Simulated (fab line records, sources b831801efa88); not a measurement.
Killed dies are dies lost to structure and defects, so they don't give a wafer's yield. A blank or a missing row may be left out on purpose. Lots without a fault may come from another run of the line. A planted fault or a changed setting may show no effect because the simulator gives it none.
Which tool did it? | flow gf180mcu | 7 lots, 21 wafers sampled, at 3 steps of a route of 602

WHAT THE GAUGES READ, wafer by wafer
GF_M1_THK_MEAS_06: measures by xrf.
lot  | measured     | on            | M1_ALCU_THK (nm)
L258 | day 17 01:41 | film_metro-01 | 453 437 446
L260 | day 17 13:32 | film_metro-03 | 451 445 449
L263 | day 18 18:15 | film_metro-03 | 444 448 443
L265 | day 19 13:26 | film_metro-01 | 442 454 451
L268 | day 20 22:22 | film_metro-03 | 445 449 439
L273 | day 22 17:46 | film_metro-03 | 455 451 457
L277 | day 23 13:34 | film_metro-01 | 442 444 443

WHICH TOOL RAN EACH LOT (tool, then ch and the chambers of the sampled wafers, then the start)
lot  | GF_DNWELL_IMPLANT_07           | GF_SALICIDE_SPUTTER_03
L258 | implanter-04 ch 0, day 3 07:50 | pvd_sputter-02, day 16 00:29
L260 | implanter-03 ch 0, day 3 17:26 | pvd_sputter-02, day 16 12:17
L263 | implanter-03 ch 0, day 4 09:38 | pvd_sputter-01, day 17 16:23
L265 | implanter-03 ch 0, day 4 18:46 | pvd_sputter-02, day 18 10:07
L268 | implanter-01 ch 0, day 5 13:10 | pvd_sputter-02, day 19 19:13
L273 | implanter-01 ch 0, day 6 13:44 | pvd_sputter-01, day 21 15:22
L277 | implanter-04 ch 0, day 7 09:57 | pvd_sputter-04, day 22 12:41
- GF_DNWELL_IMPLANT_07
- GF_SALICIDE_SPUTTER_03: material TiN, target thk 20 nm, time 16.7 s.

THE ANSWER, worked out from the rows above alone
Rule: what is usual is taken from the lots themselves. Put in order of their means at a reading, lots are off if they are a third of the lots or fewer, leave a main group of 4 or more, and stand apart from it by a gap of 3 or more times the standard deviation of the main group's means; of several such gaps the widest counts. A main group whose means are all the same, to the digits that the tables above print for the reading, isn't used. A lot without any number at a reading at which 4 lots or more have one is off too. The other lots that the step has rows for count as sound.
No lot is off at any reading shown: from this, nothing can be told.

WHAT THE SIMULATOR HAD PUT IN
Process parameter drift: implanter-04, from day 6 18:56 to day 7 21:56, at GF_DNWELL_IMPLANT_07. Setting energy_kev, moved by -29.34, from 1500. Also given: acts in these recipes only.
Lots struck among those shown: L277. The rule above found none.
